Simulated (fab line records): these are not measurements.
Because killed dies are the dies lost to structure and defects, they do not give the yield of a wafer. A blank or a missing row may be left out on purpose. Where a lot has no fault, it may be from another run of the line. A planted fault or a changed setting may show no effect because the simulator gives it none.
fab line records + flow sfqLine
record:
- lots: 7
- wafers: 21
- lastDay: 92
route steps=325 shown INCOMING@1 L0@3
lots untouched by any fault: they come from a run of this same line in which no faults occurred
startH: the number of hours between the record's first day and the start of the first shown wafer of the lot + waitH: hours elapsed since this lot's preceding step + " as in the row above + L1.1+2: one row covering several wafers at once + - value missing, or start not given + * or withheld: withheld + < > ~ a bound
route shown NAME@n: a module of which the file shows steps, and the number in the route of the first + usual: mean and standard deviation over wafers with no fault + same: alike in all rows + chamber/n: place in a boat + sites: each site's reading + _std_site: their standard deviation + _edge_site: outer sites' mean less inner sites' + radiusMm: how far each site lies from the wafer's centre + mask NAME#n: copy n + behind: tool/chamber where the wafer was last shaped + hold: reason for holding the lot/hours on hold/outcome of the hold + device: the n, p or np transistor that did not switch + end of line: at the end of the route, the tests of the same wafers + step lacking rows: just its recipe + killed: count of dies lost to structure and defects at first sort (not the wafer's yield) + map: dies across one wafer; x = killed, . = not, _ = none there
set.NAME: setting as actually run; set.NAME@STEP: the setting as run at that earlier step + model.NAME: the simulator's own value behind a step, which no gauge read
lots at selected steps of the route; one table per step, one row per wafer
services: from which hour (startH, from the record's first day; less than 0 if before it) a tool's chamber was out of use, for how many hours, and why
== steps ==
step: SFQ_INCOMING_BOW_MEAS_900
recipe:
- mode: bow
usual:
- INCOMING_BOW: 0/6.1
| lot.wafer | tool         | chamber | startH | waitH | INCOMING_BOW[um] |
|-----------|--------------|---------|--------|-------|------------------|
| L630.2    | filmMetro-01 | -       | 15.02  | -     | -5               |
| L630.3    | "            | -       | "      | "     | -2               |
| L630.6    | "            | -       | "      | "     | 10               |
| L633.1    | filmMetro-01 | -       | 30.00  | -     | 7                |
| L633.2    | "            | -       | "      | "     | -6               |
| L633.5    | "            | -       | "      | "     | 4                |
| L637.1    | filmMetro-02 | -       | 50.00  | -     | 9                |
| L637.5    | "            | -       | "      | "     | -3               |
| L637.6    | "            | -       | "      | "     | -5               |
| L641.1    | filmMetro-01 | -       | 70.00  | -     | 11               |
| L641.3    | "            | -       | "      | "     | 6                |
| L641.4    | "            | -       | "      | "     | -3               |
| L649.2    | filmMetro-03 | -       | 110.02 | -     | -6               |
| L649.3    | "            | -       | "      | "     | 1                |
| L649.6    | "            | -       | "      | "     | -6               |
| L650.1    | filmMetro-01 | -       | 115.00 | -     | 0                |
| L650.3    | "            | -       | "      | "     | 4                |
| L650.5    | "            | -       | "      | "     | 11               |
| L652.2    | filmMetro-02 | -       | 125.02 | -     | -2               |
| L652.3    | "            | -       | "      | "     | 3                |
| L652.4    | "            | -       | "      | "     | -6               |
step: SFQ_TRILAYER_INCOMING_OXIDATION_002
recipe:
- tempC: 1000
- ambient: H2O
- targetThkA: 5000
- pH2oTorr: 720
- oxTimeS: 4939
step: SFQ_TRILAYER_L0_DEP_SPUTTER_003
recipe:
- material: MoNx_KI
- basePressurePa: 1.33e-06
- targetThkNm: 40
- powerW: 800
- timeS: 100
- chamberPressurePa: 0.4
usual:
- chamberPressurePa: 0.3998/0.00076
- throttleValvePct: 30.4/1.4
| lot.wafer | tool          | chamber | startH | waitH | chamberPressurePa | throttleValvePct |
|-----------|---------------|---------|--------|-------|-------------------|------------------|
| L630.2    | pvdSputter-04 | -       | 17.49  | 0.0   | 0.3999            | 28.3             |
| L630.3    | "             | -       | "      | "     | 0.3995            | 32.5             |
| L630.6    | "             | -       | "      | "     | 0.4008            | 28.8             |
| L633.1    | pvdSputter-04 | -       | 32.49  | 0.0   | 0.4006            | 28.6             |
| L633.2    | "             | -       | "      | "     | 0.3979            | 29.3             |
| L633.5    | "             | -       | "      | "     | 0.3996            | 28.9             |
| L637.1    | pvdSputter-06 | -       | 52.49  | 0.0   | 0.4010            | 32.6             |
| L637.5    | "             | -       | "      | "     | 0.3998            | 30.4             |
| L637.6    | "             | -       | "      | "     | 0.3993            | 30.7             |
| L641.1    | pvdSputter-03 | -       | 72.49  | 0.0   | 0.4004            | 32.1             |
| L641.3    | "             | -       | "      | "     | 0.3986            | 30.3             |
| L641.4    | "             | -       | "      | "     | 0.4002            | 30.1             |
| L641.1    | pvdSputter-03 | -       | 72.73  | 0.2   | 0.4002            | 32.0             |
| L641.3    | "             | -       | "      | "     | 0.3993            | 30.4             |
| L641.4    | "             | -       | "      | "     | 0.4000            | 30.4             |
| L649.2    | pvdSputter-06 | -       | 112.49 | 0.0   | 0.4006            | 29.5             |
| L649.3    | "             | -       | "      | "     | 0.3991            | 32.8             |
| L649.6    | "             | -       | "      | "     | 0.4004            | 32.5             |
| L649.2    | pvdSputter-06 | -       | 112.73 | 0.2   | 0.4002            | 29.6             |
| L649.3    | "             | -       | "      | "     | 0.4005            | 32.9             |
| L649.6    | "             | -       | "      | "     | 0.4018            | 32.8             |
| L650.1    | pvdSputter-06 | -       | 117.49 | 0.0   | 0.3994            | 33.0             |
| L650.3    | "             | -       | "      | "     | 0.4002            | 30.1             |
| L650.5    | "             | -       | "      | "     | 0.3997            | 29.6             |
| L650.1    | pvdSputter-06 | -       | 117.73 | 0.2   | 0.3990            | 32.8             |
| L650.3    | "             | -       | "      | "     | 0.4015            | 30.5             |
| L650.5    | "             | -       | "      | "     | 0.3998            | 29.5             |
| L652.2    | pvdSputter-04 | -       | 127.49 | 0.0   | 0.4005            | 29.5             |
| L652.3    | "             | -       | "      | "     | 0.4010            | 28.4             |
| L652.4    | "             | -       | "      | "     | 0.3992            | 28.8             |
step: SFQ_L0_RS_MEAS_901
recipe:
- thkMeasGauge: four-point-probe
- reads: MoNx_KI_of_TRILAYER_L0_DEP_SPUTTER_003
usual:
- L0_MONX_KI_RS: 43.6/0.48
| lot.wafer | tool         | chamber | startH | waitH | L0_MONX_KI_RS[ohm/sq] |
|-----------|--------------|---------|--------|-------|-----------------------|
| L630.2    | filmMetro-01 | -       | 17.58  | 0.1   | 42.9                  |
| L630.3    | "            | -       | "      | "     | 43.4                  |
| L630.6    | "            | -       | "      | "     | 43.7                  |
| L633.1    | filmMetro-01 | -       | 32.56  | 0.0   | 43.2                  |
| L633.2    | "            | -       | "      | "     | 43.4                  |
| L633.5    | "            | -       | "      | "     | 42.9                  |
| L637.1    | filmMetro-01 | -       | 52.56  | 0.0   | 43.0                  |
| L637.5    | "            | -       | "      | "     | 43.1                  |
| L637.6    | "            | -       | "      | "     | 43.4                  |
| L641.1    | filmMetro-01 | -       | 72.80  | 0.0   | 22.1                  |
| L641.3    | "            | -       | "      | "     | 21.9                  |
| L641.4    | "            | -       | "      | "     | 21.6                  |
| L649.2    | filmMetro-04 | -       | 112.82 | 0.1   | 22.1                  |
| L649.3    | "            | -       | "      | "     | 21.9                  |
| L649.6    | "            | -       | "      | "     | 21.8                  |
| L650.1    | filmMetro-01 | -       | 117.80 | 0.0   | 21.8                  |
| L650.3    | "            | -       | "      | "     | 21.9                  |
| L650.5    | "            | -       | "      | "     | 22.0                  |
| L652.2    | filmMetro-04 | -       | 127.58 | 0.1   | 43.9                  |
| L652.3    | "            | -       | "      | "     | 43.3                  |
| L652.4    | "            | -       | "      | "     | 43.3                  |
step: SFQ_L0_THK_MEAS_902
recipe:
- thkMeasGauge: xrf
- reads: MoNx_KI_of_TRILAYER_L0_DEP_SPUTTER_003
usual:
- L0_MONX_KI_THK: 40.0/0.5
| lot.wafer | tool         | chamber | startH | waitH | L0_MONX_KI_THK[nm] |
|-----------|--------------|---------|--------|-------|--------------------|
| L630.2    | filmMetro-01 | -       | 17.69  | 0.1   | 40.4               |
| L630.3    | "            | -       | "      | "     | 40.5               |
| L630.6    | "            | -       | "      | "     | 39.9               |
| L633.1    | filmMetro-01 | -       | 32.68  | 0.1   | 40.0               |
| L633.2    | "            | -       | "      | "     | 40.5               |
| L633.5    | "            | -       | "      | "     | 40.7               |
| L637.1    | filmMetro-01 | -       | 52.68  | 0.1   | 40.5               |
| L637.5    | "            | -       | "      | "     | 40.5               |
| L637.6    | "            | -       | "      | "     | 40.5               |
| L641.1    | filmMetro-01 | -       | 72.92  | 0.1   | 79.7               |
| L641.3    | "            | -       | "      | "     | 79.7               |
| L641.4    | "            | -       | "      | "     | 80.6               |
| L649.2    | filmMetro-04 | -       | 112.93 | 0.1   | 78.1               |
| L649.3    | "            | -       | "      | "     | 78.9               |
| L649.6    | "            | -       | "      | "     | 78.9               |
| L650.1    | filmMetro-01 | -       | 117.92 | 0.1   | 80.1               |
| L650.3    | "            | -       | "      | "     | 79.8               |
| L650.5    | "            | -       | "      | "     | 79.5               |
| L652.2    | filmMetro-04 | -       | 127.69 | 0.1   | 39.2               |
| L652.3    | "            | -       | "      | "     | 40.0               |
| L652.4    | "            | -       | "      | "     | 39.9               |
step: SFQ_TRILAYER_L0_LITHO_COAT_010
recipe:
- resist: BARC
- spinRpm: 2951
- resistThkNm: 62
step: SFQ_TRILAYER_L0_LITHO_COAT_005
recipe:
- resist: KrF
- spinRpm: 3000
- resistThkNm: 600
step: SFQ_TRILAYER_L0_LITHO_SOFTBAKE_009
recipe:
- tempC: withheld
- timeS: withheld
- resist: KrF
step: SFQ_TRILAYER_L0_LITHO_EXPOSE_006
recipe:
- maskId: L0
- na: 0.6
- sourceShape: conventional
- sigmaOuter: 0.65
- targetCdNm: 2000
- doseMj: 14.4
step: SFQ_TRILAYER_L0_LITHO_PEB_008
recipe:
- pebTempC: 114.4
- pebTimeS: 60
- resist: KrF
step: SFQ_TRILAYER_L0_LITHO_DEVELOP_007
recipe:
- timeS: 60
- resist: KrF
step: SFQ_TRILAYER_L0_BARC_OPEN_METAL_ETCH_010
recipe:
- maskMaterial: PR
- chemistry: O2
- targetDepthNm: 125
- target: BARC
- icpW: 600
- biasW: 80
- pressureMtorr: 10
- timeS: 41.7
usual:
- drypumpMotorCurrentA: 5.7/0.43
- oesProductAu: 0.687/0.0044
| lot.wafer | tool        | chamber | startH | waitH | drypumpMotorCurrentA | oesProductAu | rfHoursCounterH |
|-----------|-------------|---------|--------|-------|----------------------|--------------|-----------------|
| L630.2    | rieMetal-02 | 1       | 89.51  | 0.1   | 5.4                  | 0.685        | 79              |
| L630.3    | "           | 0       | "      | "     | 5.1                  | 0.691        | -               |
| L630.6    | "           | 0       | "      | "     | 5.1                  | 0.690        | -               |
| L633.1    | rieMetal-04 | 0       | 118.00 | 0.1   | 5.8                  | 0.693        | 0               |
| L633.2    | "           | 0       | "      | "     | 5.8                  | 0.687        | -               |
| L633.5    | "           | 0       | "      | "     | 5.8                  | 0.684        | -               |
| L637.1    | rieMetal-04 | 1       | 136.13 | 0.1   | 6.0                  | 0.684        | 1               |
| L637.5    | "           | 0       | "      | "     | 5.8                  | 0.691        | -               |
| L637.6    | "           | 1       | "      | "     | 6.0                  | 0.691        | -               |
| L641.1    | rieMetal-02 | 0       | 155.33 | 0.1   | 5.1                  | 0.698        | 128             |
| L641.3    | "           | 0       | "      | "     | 5.1                  | 0.692        | -               |
| L641.4    | "           | 1       | "      | "     | 5.4                  | 0.683        | -               |
| L649.2    | rieMetal-02 | 1       | 200.66 | 0.1   | 5.4                  | 0.684        | 98              |
| L649.3    | "           | 1       | "      | "     | 5.4                  | 0.688        | -               |
| L649.6    | "           | 0       | "      | "     | 5.1                  | 0.686        | -               |
| L650.1    | rieMetal-03 | 1       | 201.86 | 0.1   | 6.4                  | 0.690        | 180             |
| L650.3    | "           | 1       | "      | "     | 6.4                  | 0.687        | -               |
| L650.5    | "           | 0       | "      | "     | 6.0                  | 0.691        | -               |
| L652.2    | rieMetal-04 | 1       | 204.26 | 0.1   | 6.0                  | 0.686        | 12              |
| L652.3    | "           | 0       | "      | "     | 5.8                  | 0.691        | -               |
| L652.4    | "           | 1       | "      | "     | 6.0                  | 0.687        | -               |
step: SFQ_TRILAYER_L0_ETCH_METAL_ETCH_008
recipe:
- target: MoNx_KI
- stopOn: SiO2
- maskMaterial: PR
- chemistry: SF6/O2
- targetDepthNm: 50
- icpW: 600
- biasW: 80
- pressureMtorr: 10
- timeS: 25
usual:
- drypumpMotorCurrentA: 5.7/0.43
- oesProductAu: 0.872/0.007
| lot.wafer | tool        | chamber | startH | waitH | drypumpMotorCurrentA | oesProductAu | rfHoursCounterH | model.L0.featureDepthNm | model.etch.depthNm |
|-----------|-------------|---------|--------|-------|----------------------|--------------|-----------------|-------------------------|--------------------|
| L630.2    | rieMetal-02 | 1       | 89.57  | 0.0   | 5.4                  | 0.882        | 79              | 40.51                   | 40.51              |
| L630.3    | "           | 0       | "      | "     | 5.1                  | 0.875        | -               | 40.2                    | 40.2               |
| L630.6    | "           | 0       | "      | "     | 5.1                  | 0.865        | -               | 39.84                   | 39.84              |
| L633.1    | rieMetal-04 | 0       | 118.12 | 0.1   | 5.8                  | 0.875        | 0               | 40.12                   | 40.12              |
| L633.2    | "           | 0       | "      | "     | 5.8                  | 0.876        | -               | 40.19                   | 40.19              |
| L633.5    | "           | 0       | "      | "     | 5.8                  | 0.880        | -               | 40.52                   | 40.52              |
| L637.1    | rieMetal-04 | 1       | 136.19 | 0.0   | 6.0                  | 0.877        | 1               | 40.42                   | 40.42              |
| L637.5    | "           | 0       | "      | "     | 5.8                  | 0.878        | -               | 40.35                   | 40.35              |
| L637.6    | "           | 1       | "      | "     | 6.0                  | 0.868        | -               | 40.14                   | 40.14              |
| L641.1    | rieMetal-02 | 0       | 155.39 | 0.0   | 5.1                  | 0.997        | 128             | 49.63                   | 49.63              |
| L641.3    | "           | 0       | "      | "     | 5.1                  | 0.998        | -               | 49.57                   | 49.57              |
| L641.4    | "           | 1       | "      | "     | 5.4                  | 0.993        | -               | 49.44                   | 49.44              |
| L649.2    | rieMetal-02 | 1       | 200.72 | 0.0   | 5.4                  | 0.983        | 98              | 48.82                   | 48.82              |
| L649.3    | "           | 1       | "      | "     | 5.4                  | 0.989        | -               | 49.35                   | 49.35              |
| L649.6    | "           | 0       | "      | "     | 5.1                  | 0.990        | -               | 49.22                   | 49.22              |
| L650.1    | rieMetal-03 | 1       | 201.92 | 0.0   | 6.4                  | 1.024        | 180             | 51.93                   | 51.93              |
| L650.3    | "           | 1       | "      | "     | 6.4                  | 1.028        | -               | 51.85                   | 51.85              |
| L650.5    | "           | 0       | "      | "     | 6.0                  | 1.021        | -               | 51.18                   | 51.18              |
| L652.2    | rieMetal-04 | 1       | 204.32 | 0.0   | 6.0                  | 0.869        | 12              | 39.53                   | 39.53              |
| L652.3    | "           | 0       | "      | "     | 5.8                  | 0.873        | -               | 40.14                   | 40.14              |
| L652.4    | "           | 1       | "      | "     | 6.0                  | 0.872        | -               | 40.12                   | 40.12              |
step: SFQ_TRILAYER_L0_STRIP_STRIP_009
recipe:
- gas: O2
- powerW: 200
- platenTempC: 40
- overashFraction: 0.65
- chemistry: O2
- pressureMtorr: 50
usual:
- drypumpMotorCurrentA: 5.7/0.42
- oesProductAu: 1.000/0.011
| lot.wafer | tool        | chamber | startH | waitH | drypumpMotorCurrentA | oesProductAu | rfHoursCounterH |
|-----------|-------------|---------|--------|-------|----------------------|--------------|-----------------|
| L630.2    | rieMetal-02 | 1       | 89.62  | 0.0   | 5.4                  | 0.994        | 79              |
| L630.3    | "           | 0       | "      | "     | 5.1                  | 0.998        | -               |
| L630.6    | "           | 0       | "      | "     | 5.0                  | 0.993        | -               |
| L633.1    | rieMetal-04 | 0       | 118.21 | 0.1   | 5.8                  | 0.998        | 0               |
| L633.2    | "           | 0       | "      | "     | 5.8                  | 0.998        | -               |
| L633.5    | "           | 0       | "      | "     | 5.8                  | 1.004        | -               |
| L637.1    | rieMetal-04 | 1       | 136.23 | 0.0   | 6.0                  | 1.006        | 1               |
| L637.5    | "           | 0       | "      | "     | 5.8                  | 1.008        | -               |
| L637.6    | "           | 1       | "      | "     | 6.0                  | 1.008        | -               |
| L641.1    | rieMetal-02 | 0       | 155.43 | 0.0   | 5.1                  | 1.000        | 128             |
| L641.3    | "           | 0       | "      | "     | 5.1                  | 0.994        | -               |
| L641.4    | "           | 1       | "      | "     | 5.4                  | 0.990        | -               |
| L649.2    | rieMetal-02 | 1       | 200.77 | 0.0   | 5.4                  | 0.983        | 98              |
| L649.3    | "           | 1       | "      | "     | 5.4                  | 0.984        | -               |
| L649.6    | "           | 0       | "      | "     | 5.1                  | 0.984        | -               |
| L650.1    | rieMetal-03 | 1       | 201.97 | 0.0   | 6.4                  | 1.021        | 180             |
| L650.3    | "           | 1       | "      | "     | 6.4                  | 1.025        | -               |
| L650.5    | "           | 0       | "      | "     | 6.0                  | 1.014        | -               |
| L652.2    | rieMetal-04 | 1       | 204.37 | 0.0   | 6.0                  | 1.005        | 12              |
| L652.3    | "           | 0       | "      | "     | 5.8                  | 1.004        | -               |
| L652.4    | "           | 1       | "      | "     | 6.0                  | 1.006        | -               |
== services ==
| tool          | chamber | startH | hours | kind                  |
|---------------|---------|--------|-------|-----------------------|
| pvdSputter-06 | 2       | 16.61  | -     | consumableReplace:kit |
| pvdSputter-06 | 2       | 16.61  | 18.0  | scheduledDown         |
| pvdSputter-06 | 2       | 16.61  | 18.0  | ventCycle             |
| pvdSputter-06 | -       | 23.72  | 4.7   | repair                |
| rieMetal-04   | -       | 30.74  | 1.4   | pm                    |
| pvdSputter-04 | -       | 32.72  | 41.0  | repair                |
| pvdSputter-04 | -       | 44.92  | 1.9   | repair                |
| rieMetal-02   | -       | 49.98  | 1.4   | pm                    |
| pvdSputter-04 | -       | 57.65  | 15.0  | repair                |
| rieMetal-03   | -       | 75.33  | 14.6  | pm                    |
| pvdSputter-06 | -       | 88.44  | 6.3   | repair                |
| rieMetal-04   | 0       | 105.14 | -     | clean                 |
| rieMetal-04   | 0       | 105.14 | 12.3  | scheduledDown         |
| rieMetal-04   | 0       | 105.14 | 12.3  | ventCycle             |
| rieMetal-02   | 0       | 116.54 | 8.7   | repair                |
| rieMetal-04   | 1       | 117.43 | -     | clean                 |
| rieMetal-04   | 1       | 117.43 | 14.4  | scheduledDown         |
| rieMetal-04   | 1       | 117.43 | 14.4  | ventCycle             |
| pvdSputter-03 | -       | 118.48 | 3.1   | repair                |
| pvdSputter-03 | -       | 126.76 | 3.8   | repair                |
| rieMetal-04   | 0       | 131.30 | 3.0   | repair                |
| rieMetal-02   | -       | 153.17 | 1.6   | repair                |
== key ==
firstSign:
- step: SFQ_TRILAYER_L0_DEP_SPUTTER_003
- reading: visit
- direction: added
effect:
- step: SFQ_L0_RS_MEAS_901
- reading: L0_MONX_KI_RS
- direction: down
- sigmas: 46
- usual: 43.6
- struck: 21.9
effect:
- step: SFQ_L0_THK_MEAS_902
- reading: L0_MONX_KI_THK
- direction: up
- sigmas: 79
- usual: 40.0
- struck: 79.5
effect:
- step: SFQ_TRILAYER_L0_ETCH_METAL_ETCH_008
- reading: oesProductAu
- direction: up
- sigmas: 19
- usual: 0.872
- struck: 1.003
modelEffect:
- step: SFQ_TRILAYER_L0_ETCH_METAL_ETCH_008
- value: L0.featureDepthNm
- without: 39.49
- struck: 50.11
metAt SFQ_TRILAYER_L0_DEP_SPUTTER_003
struckWafers L641.1,L641.3,L641.4,L649.2,L649.3,L649.6,L650.1,L650.3,L650.5
fault:
- kind: repeatedStepWhole
- tool: pvdSputter-03,pvdSputter-04,pvdSputter-06
- chamber: -
- onsetH: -
- steps: SFQ_TRILAYER_L0_DEP_SPUTTER_003
- times: 1
- scope: struckLotsOnly
